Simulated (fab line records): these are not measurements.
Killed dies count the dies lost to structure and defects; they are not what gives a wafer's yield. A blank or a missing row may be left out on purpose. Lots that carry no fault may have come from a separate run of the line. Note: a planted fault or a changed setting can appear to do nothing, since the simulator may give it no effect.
Which tool is to blame? / flow gf180mcu / 24 lots, 72 wafers sampled, at 6 steps of a route of 602

WHAT THE GAUGES SHOWED, per wafer
GF_V2_BOW_MEAS_05. Usual: V2_BOW typically reads 98 um, with standard deviation 9.3.
lot=L074; measured=day 19 10:01; on=film metro-03; V2_BOW (um)=91 86 93; flag=
lot=L075; measured=day 19 17:44; on=film metro-03; V2_BOW (um)=101 90 89; flag=
lot=L077; measured=day 20 04:59; on=film metro-03; V2_BOW (um)=98 99 89; flag=
lot=L076; measured=day 20 05:32; on=film metro-04; V2_BOW (um)=103 106 107; flag=
lot=L078; measured=day 20 23:26; on=film metro-03; V2_BOW (um)=106 104 91; flag=
lot=L079; measured=day 21 01:00; on=film metro-03; V2_BOW (um)=107 90 100; flag=
lot=L080; measured=day 21 09:32; on=film metro-01; V2_BOW (um)=99 85 97; flag=
lot=L081; measured=day 21 14:53; on=film metro-04; V2_BOW (um)=82 99 89; flag=
lot=L082; measured=day 22 02:38; on=film metro-03; V2_BOW (um)=90 109 104; flag=
lot=L083; measured=day 22 17:19; on=film metro-03; V2_BOW (um)=102 102 111; flag=
lot=L084; measured=day 22 19:35; on=film metro-01; V2_BOW (um)=108 104 108; flag=
lot=L085; measured=day 22 22:38; on=film metro-01; V2_BOW (um)=80 91 64; flag=
lot=L086; measured=day 23 12:30; on=film metro-03; V2_BOW (um)=113 100 96; flag=
lot=L087; measured=day 23 22:13; on=film metro-01; V2_BOW (um)=97 108 106; flag=
lot=L088; measured=day 24 02:07; on=film metro-03; V2_BOW (um)=117 124 99; flag=
lot=L089; measured=day 24 09:38; on=film metro-04; V2_BOW (um)=105 106 91; flag=
lot=L090; measured=day 24 15:43; on=film metro-03; V2_BOW (um)=100 90 97; flag=
lot=L091; measured=day 25 06:41; on=film metro-04; V2_BOW (um)=86 83 90; flag=
lot=L092; measured=day 25 15:51; on=film metro-04; V2_BOW (um)=103 100 92; flag=
lot=L093; measured=day 25 20:58; on=film metro-03; V2_BOW (um)=82 96 98; flag=
lot=L094; measured=day 26 12:49; on=film metro-04; V2_BOW (um)=99 103 101; flag=
lot=L096; measured=day 26 23:32; on=film metro-03; V2_BOW (um)=103 95 96; flag=
lot=L095; measured=day 27 02:37; on=film metro-03; V2_BOW (um)=102 83 104; flag=
lot=L097; measured=day 27 07:07; on=film metro-01; V2_BOW (um)=95 94 98; flag=

GF_V4_CD_MEAS_14 targets a cd of 260 nm. Usual: cd nm at 259.9 nm, with a standard deviation of 1.3.
lot=L074; measured=day 24 12:12; on=cd sem-01; cd nm (nm)=258.1 256.8 257.6; flag=
lot=L075; measured=day 24 19:17; on=cd sem-02; cd nm (nm)=261.5 260.1 259.4; flag=
lot=L077; measured=day 25 05:43; on=cd sem-02; cd nm (nm)=263.4 262.4 262.8; flag=
lot=L076; measured=day 25 06:05; on=cd sem-02; cd nm (nm)=260.4 260.8 260.5; flag=
lot=L078; measured=day 25 22:40; on=cd sem-01; cd nm (nm)=257.2 257.7 258.8; flag=
lot=L079; measured=day 25 23:01; on=cd sem-01; cd nm (nm)=259.9 261.2 260.6; flag=
lot=L080; measured=day 26 06:45; on=cd sem-01; cd nm (nm)=258.7 261.1 260.1; flag=
lot=L081; measured=day 26 10:22; on=cd sem-02; cd nm (nm)=261.0 260.7 261.1; flag=
lot=L082; measured=day 26 23:14; on=cd sem-02; cd nm (nm)=260.6 261.5 261.2; flag=
lot=L083; measured=day 27 12:07; on=cd sem-02; cd nm (nm)=261.0 260.7 260.6; flag=
lot=L084; measured=day 27 15:38; on=cd sem-02; cd nm (nm)=259.6 259.6 260.6; flag=
lot=L085; measured=day 27 17:49; on=cd sem-02; cd nm (nm)=259.4 258.8 259.4; flag=
lot=L086; measured=day 28 07:14; on=cd sem-01; cd nm (nm)=258.8 258.5 259.1; flag=
lot=L087; measured=day 28 14:06; on=cd sem-02; cd nm (nm)=260.7 260.6 259.9; flag=
lot=L088; measured=day 28 18:26; on=cd sem-01; cd nm (nm)=262.0 260.8 261.0; flag=
lot=L089; measured=day 29 00:52; on=cd sem-01; cd nm (nm)=260.8 261.0 260.9; flag=
lot=L090; measured=day 29 04:33; on=cd sem-01; cd nm (nm)=257.2 258.3 258.7; flag=
lot=L091; measured=day 29 18:18; on=cd sem-02; cd nm (nm)=259.9 259.5 260.2; flag=
lot=L092; measured=day 30 01:55; on=cd sem-01; cd nm (nm)=259.7 259.5 260.8; flag=
lot=L093; measured=day 30 07:22; on=cd sem-02; cd nm (nm)=258.8 260.4 259.7; flag=
lot=L094; measured=day 30 20:38; on=cd sem-02; cd nm (nm)=260.2 260.4 259.4; flag=
lot=L096; measured=day 31 05:10; on=cd sem-02; cd nm (nm)=262.3 260.6 261.3; flag=
lot=L095; measured=day 31 07:29; on=cd sem-01; cd nm (nm)=259.3 260.3 259.8; flag=
lot=L097; measured=day 31 13:10; on=cd sem-02; cd nm (nm)=257.2 257.5 258.5; flag=

WHICH TOOL RAN EACH LOT (tool, then ch and the chambers of the sampled wafers, then the start)
lot=L074; GF_V1_ETCH_17=rie diel-03 ch 1,2,3, day 18 07:57 or earlier; GF_V1_CVD_23=cvd w-02 ch 0,1, day 18 07:57; GF_M2_STRIP_17=plasma asher-04 ch 0,1, day 19 08:55; GF_M3_SPUTTER_01=pvd sputter-02, day 20 12:10
lot=L075; GF_V1_ETCH_17=rie diel-02 ch 2,3, day 18 15:46 or earlier; GF_V1_CVD_23=cvd w-01 ch 0,1, day 18 15:46; GF_M2_STRIP_17=plasma asher-03 ch 0,1, day 19 16:37; GF_M3_SPUTTER_01=pvd sputter-01, day 20 19:01
lot=L077; GF_V1_ETCH_17=rie diel-04 ch 0,3, day 19 02:17 or earlier; GF_V1_CVD_23=cvd w-02 ch 0,1, day 19 02:17; GF_M2_STRIP_17=plasma asher-03 ch 0,1, day 20 03:53; GF_M3_SPUTTER_01=pvd sputter-01, day 21 06:20
lot=L076; GF_V1_ETCH_17=rie diel-02 ch 1,3, day 19 03:04 or earlier; GF_V1_CVD_23=cvd w-01 ch 0,1, day 19 03:04; GF_M2_STRIP_17=plasma asher-03 ch 0,1, day 20 04:25; GF_M3_SPUTTER_01=pvd sputter-04, day 21 06:58
lot=L078; GF_V1_ETCH_17=rie diel-03 ch 0,1,3, day 19 20:59 or earlier; GF_V1_CVD_23=cvd w-01 ch 0, day 19 20:59; GF_M2_STRIP_17=plasma asher-04 ch 0,1, day 20 22:19; GF_M3_SPUTTER_01=pvd sputter-02, day 22 00:10
lot=L079; GF_V1_ETCH_17=rie diel-02 ch 1,2, day 19 22:47 or earlier; GF_V1_CVD_23=cvd w-02 ch 0,1, day 19 22:47; GF_M2_STRIP_17=plasma asher-01 ch 0,1, day 20 23:53; GF_M3_SPUTTER_01=pvd sputter-01, day 22 01:56
lot=L080; GF_V1_ETCH_17=rie diel-04 ch 0,1,3, day 20 07:22 or earlier; GF_V1_CVD_23=cvd w-01 ch 0,1, day 20 07:22; GF_M2_STRIP_17=plasma asher-01 ch 0,1, day 21 08:26; GF_M3_SPUTTER_01=pvd sputter-04, day 22 09:23
lot=L081; GF_V1_ETCH_17=rie diel-03 ch 2,3, day 20 13:22 or earlier; GF_V1_CVD_23=cvd w-02 ch 0,1, day 20 13:22; GF_M2_STRIP_17=plasma asher-03 ch 0,1, day 21 13:47; GF_M3_SPUTTER_01=pvd sputter-01, day 22 14:47
lot=L082; GF_V1_ETCH_17=rie diel-04 ch 0,1,2, day 21 00:14 or earlier; GF_V1_CVD_23=cvd w-01 ch 0,1, day 21 00:14; GF_M2_STRIP_17=plasma asher-01 ch 0,1, day 22 01:26; GF_M3_SPUTTER_01=pvd sputter-02, day 23 02:53
lot=L083; GF_V1_ETCH_17=rie diel-02 ch 0,1,3, day 21 15:55 or earlier; GF_V1_CVD_23=cvd w-01 ch 0,1, day 21 15:55; GF_M2_STRIP_17=plasma asher-04 ch 0,1, day 22 16:11; GF_M3_SPUTTER_01=pvd sputter-01, day 23 17:34
lot=L084; GF_V1_ETCH_17=rie diel-04 ch 0,2,3, day 21 18:23 or earlier; GF_V1_CVD_23=cvd w-02 ch 0,1, day 21 18:23; GF_M2_STRIP_17=plasma asher-04 ch 0,1, day 22 18:28; GF_M3_SPUTTER_01=pvd sputter-04, day 23 19:47
lot=L085; GF_V1_ETCH_17=rie diel-03 ch 1,2,3, day 21 20:48 or earlier; GF_V1_CVD_23=cvd w-01 ch 0, day 21 20:48; GF_M2_STRIP_17=plasma asher-03 ch 0,1, day 22 21:32; GF_M3_SPUTTER_01=pvd sputter-02, day 23 23:08
lot=L086; GF_V1_ETCH_17=rie diel-04 ch 2,3, day 22 11:38 or earlier; GF_V1_CVD_23=cvd w-02 ch 0,1, day 22 11:38; GF_M2_STRIP_17=plasma asher-04 ch 0,1, day 23 11:20; GF_M3_SPUTTER_01=pvd sputter-01, day 24 12:20
lot=L087; GF_V1_ETCH_17=rie diel-02 ch 0,2,3, day 22 21:05 or earlier; GF_V1_CVD_23=cvd w-02 ch 0,1, day 22 21:05; GF_M2_STRIP_17=plasma asher-04 ch 0,1, day 23 20:41; GF_M3_SPUTTER_01=pvd sputter-02, day 24 22:19
lot=L088; GF_V1_ETCH_17=rie diel-03 ch 0,2,3, day 23 01:53 or earlier; GF_V1_CVD_23=cvd w-02 ch 0,1, day 23 01:53; GF_M2_STRIP_17=plasma asher-01 ch 0,1, day 24 00:56; GF_M3_SPUTTER_01=pvd sputter-02, day 25 01:47
lot=L089; GF_V1_ETCH_17=rie diel-02 ch 0,2,3, day 23 09:27 or earlier; GF_V1_CVD_23=cvd w-01 ch 0,1, day 23 09:27; GF_M2_STRIP_17=plasma asher-03 ch 0,1, day 24 08:32; GF_M3_SPUTTER_01=pvd sputter-04, day 25 09:43
lot=L090; GF_V1_ETCH_17=rie diel-02 ch 1,2, day 23 15:04 or earlier; GF_V1_CVD_23=cvd w-01 ch 0, day 23 15:04; GF_M2_STRIP_17=plasma asher-01 ch 0,1, day 24 14:35; GF_M3_SPUTTER_01=pvd sputter-02, day 25 15:23
lot=L091; GF_V1_ETCH_17=rie diel-04 ch 0,2,3, day 24 05:53 or earlier; GF_V1_CVD_23=cvd w-01 ch 0,1, day 24 05:53; GF_M2_STRIP_17=plasma asher-04 ch 0,1, day 25 05:25; GF_M3_SPUTTER_01=pvd sputter-04, day 26 05:53
lot=L092; GF_V1_ETCH_17=rie diel-04 ch 1,2,3, day 24 15:35 or earlier; GF_V1_CVD_23=cvd w-02 ch 0,1, day 24 15:35; GF_M2_STRIP_17=plasma asher-01 ch 0,1, day 25 14:41; GF_M3_SPUTTER_01=pvd sputter-04, day 26 14:57
lot=L093; GF_V1_ETCH_17=rie diel-03 ch 0,1,3, day 24 20:40 or earlier; GF_V1_CVD_23=cvd w-02 ch 0,1, day 24 20:40; GF_M2_STRIP_17=plasma asher-04 ch 0,1, day 25 19:50; GF_M3_SPUTTER_01=pvd sputter-02, day 26 19:37
lot=L094; GF_V1_ETCH_17=rie diel-02 ch 0,1,3, day 25 13:53 or earlier; GF_V1_CVD_23=cvd w-02 ch 0,1, day 25 13:53; GF_M2_STRIP_17=plasma asher-04 ch 0,1, day 26 11:41; GF_M3_SPUTTER_01=pvd sputter-04, day 27 11:23
lot=L096; GF_V1_ETCH_17=rie diel-04 ch 0,2,3, day 26 00:21 or earlier; GF_V1_CVD_23=cvd w-01 ch 0,1, day 26 00:21; GF_M2_STRIP_17=plasma asher-04 ch 0,1, day 26 22:27; GF_M3_SPUTTER_01=pvd sputter-01, day 27 22:23
lot=L095; GF_V1_ETCH_17=rie diel-02 ch 0,1,3, day 26 03:23 or earlier; GF_V1_CVD_23=cvd w-01 ch 1, day 26 03:23; GF_M2_STRIP_17=plasma asher-03 ch 0,1, day 27 01:26; GF_M3_SPUTTER_01=pvd sputter-01, day 28 00:17
lot=L097; GF_V1_ETCH_17=rie diel-04 ch 0,2, day 26 07:46 or earlier; GF_V1_CVD_23=cvd w-01 ch 1, day 26 07:46; GF_M2_STRIP_17=plasma asher-04 ch 0,1, day 27 06:00; GF_M3_SPUTTER_01=pvd sputter-04, day 28 05:15
- GF_V1_ETCH_17: etches SiO2 in C4F8/O2/Ar, stops on TiN, target depth 630 nm.
- GF_V1_CVD_23: deposits W, target thk 350 nm, time 105.05 s.
- GF_M2_STRIP_17: strips in O2/N2.
- GF_M3_SPUTTER_01: material TiN, target thk 30 nm, time 25 s.

AS READ BY THE TOOLS THEMSELVES (means over the sampled wafers that have a number; for cases with no such wafer, the mark the record gives instead)
GF_V1_ETCH_17. Usual: oes product au 0.856 a.u., standard deviation 0.0045; rf fwd power W 1491 W, standard deviation 4.8.
lot=L074; tool=rie diel-03; oes product au (a.u.)=0.853; rf fwd power W (W)=1492; flag=
lot=L075; tool=rie diel-02; oes product au (a.u.)=0.859; rf fwd power W (W)=1489; flag=
lot=L077; tool=rie diel-04; oes product au (a.u.)=0.855; rf fwd power W (W)=1495; flag=
lot=L076; tool=rie diel-02; oes product au (a.u.)=0.858; rf fwd power W (W)=1487; flag=
lot=L078; tool=rie diel-03; oes product au (a.u.)=0.856; rf fwd power W (W)=1489; flag=
lot=L079; tool=rie diel-02; oes product au (a.u.)=0.856; rf fwd power W (W)=1492; flag=
lot=L080; tool=rie diel-04; oes product au (a.u.)=0.856; rf fwd power W (W)=1497; flag=
lot=L081; tool=rie diel-03; oes product au (a.u.)=0.854; rf fwd power W (W)=1496; flag=
lot=L082; tool=rie diel-04; oes product au (a.u.)=0.851; rf fwd power W (W)=1487; flag=
lot=L083; tool=rie diel-02; oes product au (a.u.)=0.862; rf fwd power W (W)=1492; flag=
lot=L084; tool=rie diel-04; oes product au (a.u.)=0.855; rf fwd power W (W)=1492; flag=
lot=L085; tool=rie diel-03; oes product au (a.u.)=0.859; rf fwd power W (W)=1490; flag=
lot=L086; tool=rie diel-04; oes product au (a.u.)=0.858; rf fwd power W (W)=1489; flag=
lot=L087; tool=rie diel-02; oes product au (a.u.)=0.855; rf fwd power W (W)=1491; flag=
lot=L088; tool=rie diel-03; oes product au (a.u.)=0.857; rf fwd power W (W)=1488; flag=
lot=L089; tool=rie diel-02; oes product au (a.u.)=0.857; rf fwd power W (W)=1490; flag=
lot=L090; tool=rie diel-02; oes product au (a.u.)=0.856; rf fwd power W (W)=1491; flag=
lot=L091; tool=rie diel-04; oes product au (a.u.)=0.854; rf fwd power W (W)=1490; flag=
lot=L092; tool=rie diel-04; oes product au (a.u.)=0.854; rf fwd power W (W)=1494; flag=
lot=L093; tool=rie diel-03; oes product au (a.u.)=0.854; rf fwd power W (W)=1495; flag=
lot=L094; tool=rie diel-02; oes product au (a.u.)=0.860; rf fwd power W (W)=1493; flag=
lot=L096; tool=rie diel-04; oes product au (a.u.)=0.850; rf fwd power W (W)=1492; flag=
lot=L095; tool=rie diel-02; oes product au (a.u.)=0.859; rf fwd power W (W)=1489; flag=
lot=L097; tool=rie diel-04; oes product au (a.u.)=0.856; rf fwd power W (W)=1491; flag=

GF_V1_CVD_23. Usual: heater power w at 810 W, with a standard deviation of 89.
lot=L074; tool=cvd w-02; heater power w (W)=742; flag=
lot=L075; tool=cvd w-01; heater power w (W)=875; flag=
lot=L077; tool=cvd w-02; heater power w (W)=747; flag=
lot=L076; tool=cvd w-01; heater power w (W)=812; flag=
lot=L078; tool=cvd w-01; heater power w (W)=932; flag=
lot=L079; tool=cvd w-02; heater power w (W)=775; flag=
lot=L080; tool=cvd w-01; heater power w (W)=814; flag=
lot=L081; tool=cvd w-02; heater power w (W)=739; flag=
lot=L082; tool=cvd w-01; heater power w (W)=817; flag=
lot=L083; tool=cvd w-01; heater power w (W)=871; flag=
lot=L084; tool=cvd w-02; heater power w (W)=781; flag=
lot=L085; tool=cvd w-01; heater power w (W)=929; flag=
lot=L086; tool=cvd w-02; heater power w (W)=788; flag=
lot=L087; tool=cvd w-02; heater power w (W)=786; flag=
lot=L088; tool=cvd w-02; heater power w (W)=735; flag=
lot=L089; tool=cvd w-01; heater power w (W)=874; flag=
lot=L090; tool=cvd w-01; heater power w (W)=934; flag=
lot=L091; tool=cvd w-01; heater power w (W)=820; flag=
lot=L092; tool=cvd w-02; heater power w (W)=743; flag=
lot=L093; tool=cvd w-02; heater power w (W)=790; flag=
lot=L094; tool=cvd w-02; heater power w (W)=751; flag=
lot=L096; tool=cvd w-01; heater power w (W)=836; flag=
lot=L095; tool=cvd w-01; heater power w (W)=757; flag=
lot=L097; tool=cvd w-01; heater power w (W)=771; flag=

GF_M2_STRIP_17. Usual: drypump motor current A 5.5 A, standard deviation 0.51; heater power w 331 W, standard deviation 40; oes product au 0.555 a.u., standard deviation 0.0048; platen temp c 250.00 C, standard deviation 0.19; strip time to endpoint s 7.81 s, standard deviation 0.037.
lot=L074; tool=plasma asher-04; drypump motor current A (A)=5.4; heater power w (W)=311; oes product au (a.u.)=0.552; platen temp c (C)=250.02; strip time to endpoint s (s)=7.81; flag=
lot=L075; tool=plasma asher-03; drypump motor current A (A)=5.9; heater power w (W)=327; oes product au (a.u.)=0.550; platen temp c (C)=250.07; strip time to endpoint s (s)=7.79; flag=
lot=L077; tool=plasma asher-03; drypump motor current A (A)=6.1; heater power w (W)=340; oes product au (a.u.)=0.554; platen temp c (C)=250.31; strip time to endpoint s (s)=7.79; flag=
lot=L076; tool=plasma asher-03; drypump motor current A (A)=6.0; heater power w (W)=331; oes product au (a.u.)=0.552; platen temp c (C)=250.10; strip time to endpoint s (s)=7.75; flag=
lot=L078; tool=plasma asher-04; drypump motor current A (A)=5.0; heater power w (W)=341; oes product au (a.u.)=0.557; platen temp c (C)=249.73; strip time to endpoint s (s)=7.86; flag=
lot=L079; tool=plasma asher-01; drypump motor current A (A)=5.5; heater power w (W)=328; oes product au (a.u.)=0.552; platen temp c (C)=249.77; strip time to endpoint s (s)=7.73; flag=
lot=L080; tool=plasma asher-01; drypump motor current A (A)=5.6; heater power w (W)=324; oes product au (a.u.)=0.554; platen temp c (C)=249.99; strip time to endpoint s (s)=7.74; flag=
lot=L081; tool=plasma asher-03; drypump motor current A (A)=6.1; heater power w (W)=342; oes product au (a.u.)=0.553; platen temp c (C)=250.09; strip time to endpoint s (s)=7.82; flag=
lot=L082; tool=plasma asher-01; drypump motor current A (A)=5.6; heater power w (W)=317; oes product au (a.u.)=0.554; platen temp c (C)=250.12; strip time to endpoint s (s)=7.85; flag=
lot=L083; tool=plasma asher-04; drypump motor current A (A)=5.1; heater power w (W)=344; oes product au (a.u.)=0.551; platen temp c (C)=250.01; strip time to endpoint s (s)=7.77; flag=
lot=L084; tool=plasma asher-04; drypump motor current A (A)=5.1; heater power w (W)=342; oes product au (a.u.)=0.545; platen temp c (C)=250.07; strip time to endpoint s (s)=7.80; flag=
lot=L085; tool=plasma asher-03; drypump motor current A (A)=6.1; heater power w (W)=341; oes product au (a.u.)=0.555; platen temp c (C)=249.96; strip time to endpoint s (s)=7.80; flag=
lot=L086; tool=plasma asher-04; drypump motor current A (A)=5.1; heater power w (W)=349; oes product au (a.u.)=0.560; platen temp c (C)=250.06; strip time to endpoint s (s)=7.84; flag=
lot=L087; tool=plasma asher-04; drypump motor current A (A)=5.1; heater power w (W)=351; oes product au (a.u.)=0.557; platen temp c (C)=249.95; strip time to endpoint s (s)=7.83; flag=
lot=L088; tool=plasma asher-01; drypump motor current A (A)=5.6; heater power w (W)=326; oes product au (a.u.)=0.563; platen temp c (C)=250.06; strip time to endpoint s (s)=7.84; flag=
lot=L089; tool=plasma asher-03; drypump motor current A (A)=6.0; heater power w (W)=332; oes product au (a.u.)=0.555; platen temp c (C)=250.04; strip time to endpoint s (s)=7.78; flag=
lot=L090; tool=plasma asher-01; drypump motor current A (A)=5.5; heater power w (W)=331; oes product au (a.u.)=0.557; platen temp c (C)=250.11; strip time to endpoint s (s)=7.84; flag=
lot=L091; tool=plasma asher-04; drypump motor current A (A)=5.4; heater power w (W)=308; oes product au (a.u.)=0.556; platen temp c (C)=250.12; strip time to endpoint s (s)=7.82; flag=
lot=L092; tool=plasma asher-01; drypump motor current A (A)=5.5; heater power w (W)=332; oes product au (a.u.)=0.552; platen temp c (C)=249.93; strip time to endpoint s (s)=7.85; flag=
lot=L093; tool=plasma asher-04; drypump motor current A (A)=5.1; heater power w (W)=348; oes product au (a.u.)=0.555; platen temp c (C)=249.74; strip time to endpoint s (s)=7.78; flag=
lot=L094; tool=plasma asher-04; drypump motor current A (A)=5.1; heater power w (W)=346; oes product au (a.u.)=0.558; platen temp c (C)=249.90; strip time to endpoint s (s)=7.81; flag=
lot=L096; tool=plasma asher-04; drypump motor current A (A)=5.1; heater power w (W)=343; oes product au (a.u.)=0.560; platen temp c (C)=249.89; strip time to endpoint s (s)=7.82; flag=
lot=L095; tool=plasma asher-03; drypump motor current A (A)=6.0; heater power w (W)=332; oes product au (a.u.)=0.558; platen temp c (C)=249.98; strip time to endpoint s (s)=7.79; flag=
lot=L097; tool=plasma asher-04; drypump motor current A (A)=5.1; heater power w (W)=350; oes product au (a.u.)=0.556; platen temp c (C)=250.25; strip time to endpoint s (s)=7.78; flag=

GF_M3_SPUTTER_01. Usual: chamber pressure pa 0.4000 Pa, standard deviation 0.00084; throttle valve pct 29.7 %, standard deviation 1.5.
lot=L074; tool=pvd sputter-02; chamber pressure pa (Pa)=0.4000; throttle valve pct (%)=30.0; flag=
lot=L075; tool=pvd sputter-01; chamber pressure pa (Pa)=0.3993; throttle valve pct (%)=30.6; flag=
lot=L077; tool=pvd sputter-01; chamber pressure pa (Pa)=0.3997; throttle valve pct (%)=31.3; flag=
lot=L076; tool=pvd sputter-04; chamber pressure pa (Pa)=0.4006; throttle valve pct (%)=29.1; flag=
lot=L078; tool=pvd sputter-02; chamber pressure pa (Pa)=0.3990; throttle valve pct (%)=29.9; flag=
lot=L079; tool=pvd sputter-01; chamber pressure pa (Pa)=0.4005; throttle valve pct (%)=29.7; flag=
lot=L080; tool=pvd sputter-04; chamber pressure pa (Pa)=0.3998; throttle valve pct (%)=27.9; flag=
lot=L081; tool=pvd sputter-01; chamber pressure pa (Pa)=0.3991; throttle valve pct (%)=29.1; flag=
lot=L082; tool=pvd sputter-02; chamber pressure pa (Pa)=0.4005; throttle valve pct (%)=30.2; flag=
lot=L083; tool=pvd sputter-01; chamber pressure pa (Pa)=0.4000; throttle valve pct (%)=29.3; flag=
lot=L084; tool=pvd sputter-04; chamber pressure pa (Pa)=0.4005; throttle valve pct (%)=29.8; flag=
lot=L085; tool=pvd sputter-02; chamber pressure pa (Pa)=0.4002; throttle valve pct (%)=30.8; flag=
lot=L086; tool=pvd sputter-01; chamber pressure pa (Pa)=0.4004; throttle valve pct (%)=30.7; flag=
lot=L087; tool=pvd sputter-02; chamber pressure pa (Pa)=0.3999; throttle valve pct (%)=31.1; flag=
lot=L088; tool=pvd sputter-02; chamber pressure pa (Pa)=0.3990; throttle valve pct (%)=31.0; flag=
lot=L089; tool=pvd sputter-04; chamber pressure pa (Pa)=0.4006; throttle valve pct (%)=29.9; flag=
lot=L090; tool=pvd sputter-02; chamber pressure pa (Pa)=0.3997; throttle valve pct (%)=30.0; flag=
lot=L091; tool=pvd sputter-04; chamber pressure pa (Pa)=0.3996; throttle valve pct (%)=29.1; flag=
lot=L092; tool=pvd sputter-04; chamber pressure pa (Pa)=0.4009; throttle valve pct (%)=29.7; flag=
lot=L093; tool=pvd sputter-02; chamber pressure pa (Pa)=0.4001; throttle valve pct (%)=30.1; flag=
lot=L094; tool=pvd sputter-04; chamber pressure pa (Pa)=0.4008; throttle valve pct (%)=29.0; flag=
lot=L096; tool=pvd sputter-01; chamber pressure pa (Pa)=0.3998; throttle valve pct (%)=29.4; flag=
lot=L095; tool=pvd sputter-01; chamber pressure pa (Pa)=0.4000; throttle valve pct (%)=29.6; flag=
lot=L097; tool=pvd sputter-04; chamber pressure pa (Pa)=0.4000; throttle valve pct (%)=28.0; flag=

THE ANSWER, worked out from the rows above alone
Rule: lot off if the mean of its wafers having a number is beyond 3 standard deviations from the usual mean. A lot without any number at a reading at which 4 lots or more have one is off too. Any other lot the step has rows for is counted as sound. After the gauges, taken in route order, come the tools' own readings; for these a lot's mean is taken, as printed above. The first step at which some lot is off is used, and at that step the reading that is off furthest; a lot without a number counts as furthest.
No lot is off at any reading shown: from this, nothing can be told.

WHAT HAD BEEN PUT IN BY THE SIMULATOR
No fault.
